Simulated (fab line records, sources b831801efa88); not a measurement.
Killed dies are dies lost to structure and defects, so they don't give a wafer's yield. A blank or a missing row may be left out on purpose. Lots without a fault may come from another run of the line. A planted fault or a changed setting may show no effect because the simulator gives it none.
Which tool did it? | flow gf180mcu | 14 lots, 42 wafers sampled, at 6 steps of a route of 602

WHAT THE GAUGES READ, wafer by wafer
GF_M1_CD_MEAS_14: target cd 230 nm. Usual: cd_nm 229.5 nm, standard deviation 0.99.
lot  | measured     | on        | cd_nm (nm)        | flag
L778 | day 17 08:22 | cd_sem-02 | 227.7 227.8 228.8 |
L779 | day 17 11:55 | cd_sem-01 | 229.5 229.4 229.1 |
L780 | day 18 00:43 | cd_sem-01 | 227.8 228.6 228.7 |
L781 | day 18 05:13 | cd_sem-01 | 228.9 227.7 228.6 |
L782 | day 18 13:26 | cd_sem-01 | 229.5 229.5 228.6 |
L783 | day 18 23:16 | cd_sem-01 | 230.5 230.3 229.9 |
L784 | day 19 09:02 | cd_sem-01 | 229.4 229.5 230.0 |
L785 | day 19 23:11 | cd_sem-02 | 229.5 229.2 229.1 |
L786 | day 20 10:18 | cd_sem-02 | 230.4 228.6 229.8 |
L790 | day 21 19:00 | cd_sem-02 | 170.7 171.9 170.9 | OFF
L793 | day 22 19:56 | cd_sem-01 | 170.8 170.8 169.7 | OFF
L797 | day 23 22:27 | cd_sem-02 | 230.2 228.7 229.5 |
L800 | day 24 23:08 | cd_sem-01 | 228.3 227.3 227.9 |
L801 | day 25 03:55 | cd_sem-01 | 229.9 230.1 229.0 |

GF_V1_THK_MEAS_01. Usual: V1_CVD_00_THK 579 nm, standard deviation 5.2.
lot  | measured     | on            | V1_CVD_00_THK (nm) | flag
L778 | day 17 09:19 | film_metro-02 | 588 580 585        |
L779 | day 17 12:47 | film_metro-01 | 581 583 579        |
L780 | day 18 01:36 | film_metro-02 | 580 571 577        |
L781 | day 18 06:05 | film_metro-01 | 586 580 579        |
L782 | day 18 14:18 | film_metro-01 | 589 581 583        |
L783 | day 19 00:09 | film_metro-01 | 584 583 587        |
L784 | day 19 09:54 | film_metro-02 | 577 578 571        |
L785 | day 20 00:08 | film_metro-01 | 573 580 582        |
L786 | day 20 11:17 | film_metro-04 | 577 583 572        |
L797 | day 23 23:20 | film_metro-01 | 590 586 591        |
L800 | day 25 00:00 | film_metro-04 | 574 577 572        |
L801 | day 25 04:49 | film_metro-01 | 577 573 576        |

WHICH TOOL RAN EACH LOT (tool, then ch and the chambers of the sampled wafers, then the start)
lot  | GF_SALICIDE_RTA_08               | GF_CONTACT_CMP_04             | GF_M1_SOFTBAKE_10                 | GF_M1_STRIP_17
L778 | rtp_anneal-01 ch 0, day 15 09:49 | cmp-02 ch 0,1,2, day 15 10:16 | litho_track-03 ch 0, day 16 20:46 | plasma_asher-02 ch 0,1, day 17 08:37
L779 | rtp_anneal-01 ch 0, day 15 13:21 | cmp-01 ch 1,2,3, day 15 13:44 | litho_track-04 ch 0, day 17 00:16 | plasma_asher-02 ch 0,1, day 17 12:10
L780 | rtp_anneal-01 ch 0, day 16 00:36 | cmp-01 ch 1,2, day 16 00:59   | litho_track-03 ch 0, day 17 12:34 | plasma_asher-04 ch 0,1, day 18 00:59
L781 | rtp_anneal-01 ch 0, day 16 05:05 | cmp-02 ch 0,1,3, day 16 05:25 | litho_track-04 ch 0, day 17 17:28 | plasma_asher-04 ch 0,1, day 18 05:28
L782 | rtp_anneal-02 ch 0, day 16 13:10 | cmp-01 ch 0,1,2, day 16 13:32 | litho_track-01 ch 0, day 18 02:23 | plasma_asher-04 ch 0,1, day 18 13:40
L783 | rtp_anneal-01 ch 0, day 16 22:50 | cmp-01 ch 0,1,3, day 16 23:13 | litho_track-04 ch 0, day 18 11:13 | plasma_asher-04 ch 0,1, day 18 23:32
L784 | rtp_anneal-01 ch 0, day 17 06:59 | cmp-02 ch 0,2,3, day 17 07:25 | litho_track-01 ch 0, day 18 20:23 | plasma_asher-02 ch 0,1, day 19 09:17
L785 | rtp_anneal-02 ch 0, day 17 21:25 | cmp-02 ch 0,1, day 17 21:46   | litho_track-04 ch 0, day 19 11:02 | plasma_asher-04 ch 0,1, day 19 23:26
L786 | rtp_anneal-01 ch 0, day 18 07:36 | cmp-02 ch 1,2,3, day 18 07:59 | litho_track-04 ch 0, day 19 21:54 | plasma_asher-04 ch 0,1, day 20 10:41
L790 | rtp_anneal-01 ch 0, day 19 16:31 | cmp-01 ch 0,1,3, day 19 16:50 | litho_track-03 ch 0, day 21 06:46 | plasma_asher-04 ch 0,1, day 21 19:16
L793 | rtp_anneal-01 ch 0, day 20 17:50 | cmp-02 ch 1,3, day 20 18:08   | litho_track-03 ch 0, day 22 08:31 | plasma_asher-04 ch 0,1, day 22 20:13
L797 | rtp_anneal-01 ch 0, day 21 21:41 | cmp-02 ch 1,2, day 21 22:01   | litho_track-04 ch 0, day 23 11:24 | plasma_asher-02 ch 0,1, day 23 22:43
L800 | rtp_anneal-02 ch 0, day 22 23:56 | cmp-02 ch 1,3, day 23 00:19   | litho_track-04 ch 0, day 24 12:38 | plasma_asher-04 ch 0,1, day 24 23:23
L801 | rtp_anneal-02 ch 0, day 23 04:59 | cmp-01 ch 0,1,2, day 23 05:24 | litho_track-01 ch 0, day 24 17:12 | plasma_asher-03 ch 0,1, day 25 04:11
- GF_SALICIDE_RTA_08: time 30 s.
- GF_CONTACT_CMP_04: polishes SiO2.
- GF_M1_SOFTBAKE_10: time 60 s.
- GF_M1_STRIP_17: strips in O2/N2.

WHAT THE TOOLS THEMSELVES READ (means of the sampled wafers that have a number; where no wafer has one, the mark that the record gives instead)
GF_SALICIDE_RTA_08. Usual: lamp_power_pct 17.3 %, standard deviation 2.2; wafer_temp_C_max 805.1, standard deviation 1.3.
lot  | tool          | lamp_power_pct (%) | wafer_temp_C_max | flag
L778 | rtp_anneal-01 | 19.2               | 805.3            |
L779 | rtp_anneal-01 | 19.2               | 806.8            |
L780 | rtp_anneal-01 | 19.2               | 806.0            |
L781 | rtp_anneal-01 | 19.2               | 806.2            |
L782 | rtp_anneal-02 | 14.8               | 804.2            |
L783 | rtp_anneal-01 | 19.2               | 806.7            |
L784 | rtp_anneal-01 | 19.2               | 806.1            |
L785 | rtp_anneal-02 | 14.8               | 803.6            |
L786 | rtp_anneal-01 | 19.2               | 805.5            |
L790 | rtp_anneal-01 | 19.2               | 806.0            |
L793 | rtp_anneal-01 | 19.2               | 804.7            |
L797 | rtp_anneal-01 | 19.2               | 806.5            |
L800 | rtp_anneal-02 | 14.7               | 805.0            |
L801 | rtp_anneal-02 | 14.7               | 804.1            |

GF_CONTACT_CMP_04. Usual: motor_current_A 12.4 A, standard deviation 1.1; retaining_ring_pressure_frac 1.000, standard deviation 0.005; time_to_endpoint_s 111 s, standard deviation 5.9.
lot  | tool   | motor_current_A (A) | retaining_ring_pressure_frac | time_to_endpoint_s (s) | flag
L778 | cmp-02 | 11.9                | 1.002                        | 108                    |
L779 | cmp-01 | 12.8                | 0.996                        | 118                    |
L780 | cmp-01 | 13.9                | 1.004                        | 121                    |
L781 | cmp-02 | 11.1                | 1.002                        | 108                    |
L782 | cmp-01 | 13.3                | 1.002                        | 112                    |
L783 | cmp-01 | 13.3                | 1.001                        | 119                    |
L784 | cmp-02 | 11.6                | 0.999                        | 107                    |
L785 | cmp-02 | 11.9                | 0.992                        | 114                    |
L786 | cmp-02 | 11.9                | 1.000                        | 109                    |
L790 | cmp-01 | 13.1                | 1.001                        | 100                    |
L793 | cmp-02 | 11.8                | 1.001                        | 110                    |
L797 | cmp-02 | 12.4                | 1.001                        | 113                    |
L800 | cmp-02 | 11.3                | 0.997                        | 107                    |
L801 | cmp-01 | 13.4                | 1.002                        | 110                    |

GF_M1_SOFTBAKE_10. Usual: exhaust_pa 45.1 Pa, standard deviation 0.84; heater_power_total_W 93.05 W, standard deviation 0.063; plate_temp_C 130.00 C, standard deviation 0.11.
lot  | tool           | exhaust_pa (Pa) | heater_power_total_W (W) | plate_temp_C (C) | flag
L778 | litho_track-03 | 45.5            | 93.08                    | 130.09           |
L779 | litho_track-04 | 44.7            | 93.10                    | 130.03           |
L780 | litho_track-03 | 45.1            | 93.09                    | 130.02           |
L781 | litho_track-04 | 44.2            | 93.03                    | 129.90           |
L782 | litho_track-01 | 44.2            | 93.06                    | 129.94           |
L783 | litho_track-04 | 45.8            | 92.98                    | 129.86           |
L784 | litho_track-01 | 45.0            | 93.10                    | 130.02           |
L785 | litho_track-04 | 45.3            | 93.07                    | 129.93           |
L786 | litho_track-04 | 45.2            | 93.07                    | 130.00           |
L790 | litho_track-03 | 44.9            | 107.37                   | 145.10           | OFF
L793 | litho_track-03 | 45.6            | 107.38                   | 145.25           | OFF
L797 | litho_track-04 | 44.3            | 92.97                    | 130.06           |
L800 | litho_track-04 | 44.4            | 93.04                    | 130.08           |
L801 | litho_track-01 | 45.6            | 92.96                    | 130.07           |

GF_M1_STRIP_17. Usual: drypump_motor_current_A 5.4 A, standard deviation 0.47; heater_power_w 343 W, standard deviation 24; oes_product_au 0.556 a.u., standard deviation 0.0053; strip_time_to_endpoint_s 7.85 s, standard deviation 0.036.
lot  | tool            | drypump_motor_current_A (A) | heater_power_w (W) | oes_product_au (a.u.) | strip_time_to_endpoint_s (s) | flag
L778 | plasma_asher-02 | 5.9                         | 365                | 0.554                 | 7.83                         |
L779 | plasma_asher-02 | 5.6                         | 362                | 0.556                 | 7.86                         |
L780 | plasma_asher-04 | 5.1                         | 328                | 0.553                 | 7.85                         |
L781 | plasma_asher-04 | 5.4                         | 340                | 0.558                 | 7.84                         |
L782 | plasma_asher-04 | 5.1                         | 327                | 0.555                 | 7.84                         |
L783 | plasma_asher-04 | 5.3                         | 334                | 0.550                 | 7.80                         |
L784 | plasma_asher-02 | 5.9                         | 363                | 0.554                 | 7.83                         |
L785 | plasma_asher-04 | 5.1                         | 330                | 0.554                 | 7.83                         |
L786 | plasma_asher-04 | 5.1                         | 332                | 0.553                 | 7.82                         |
L790 | plasma_asher-04 | 5.1                         | 327                | 0.551                 | 7.67                         | OFF
L793 | plasma_asher-04 | 5.4                         | 330                | 0.549                 | 7.67                         | OFF
L797 | plasma_asher-02 | 5.6                         | 360                | 0.552                 | 7.85                         |
L800 | plasma_asher-04 | 5.3                         | 334                | 0.555                 | 7.88                         |
L801 | plasma_asher-03 | 5.6                         | 329                | 0.558                 | 7.84                         |

THE ANSWER, worked out from the rows above alone
Rule: a lot is off if the mean of its wafers that have a number lies more than 3 standard deviations from the usual mean. A lot without any number at a reading at which 4 lots or more have one is off too. The other lots that the step has rows for count as sound. The gauges are gone through in route order, then the tools' own readings, and for those a lot's mean is taken as printed above. The first step at which some lot is off is used, and at that step the reading that is off furthest; a lot without a number counts as furthest.
Off: L790, L793, at GF_M1_CD_MEAS_14 (cd_nm).
A tool fits if, at a process step before that reading, it ran every lot that is off, and no sound lot after the first of them. The gauges at GF_M1_CD_MEAS_14 aren't tried: what is off there is off at GF_M1_SOFTBAKE_10 too, on other tools, and a gauge's error can't cause that. One fits: litho_track-03 at GF_M1_SOFTBAKE_10. Its last sound lot is L780 (day 17 12:34), its first lot that is off L790 (day 21 06:46): a fault that began between those two fits.
The tool's own readings at GF_M1_SOFTBAKE_10 bear it out: on the lots that are off they differ by more than 5 times the standard deviation of the sound lots' means. heater_power_total_W reads 107.38 W there against 93.05 W on the sound lots; plate_temp_C reads 145.18 C there against 130.00 C on the sound lots.

WHAT THE SIMULATOR HAD PUT IN
Process parameter drift: litho_track-03, from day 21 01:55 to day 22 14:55, at GF_M1_SOFTBAKE_10. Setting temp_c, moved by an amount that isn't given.
Lots struck among those shown: L790, L793. The rule above found the same.
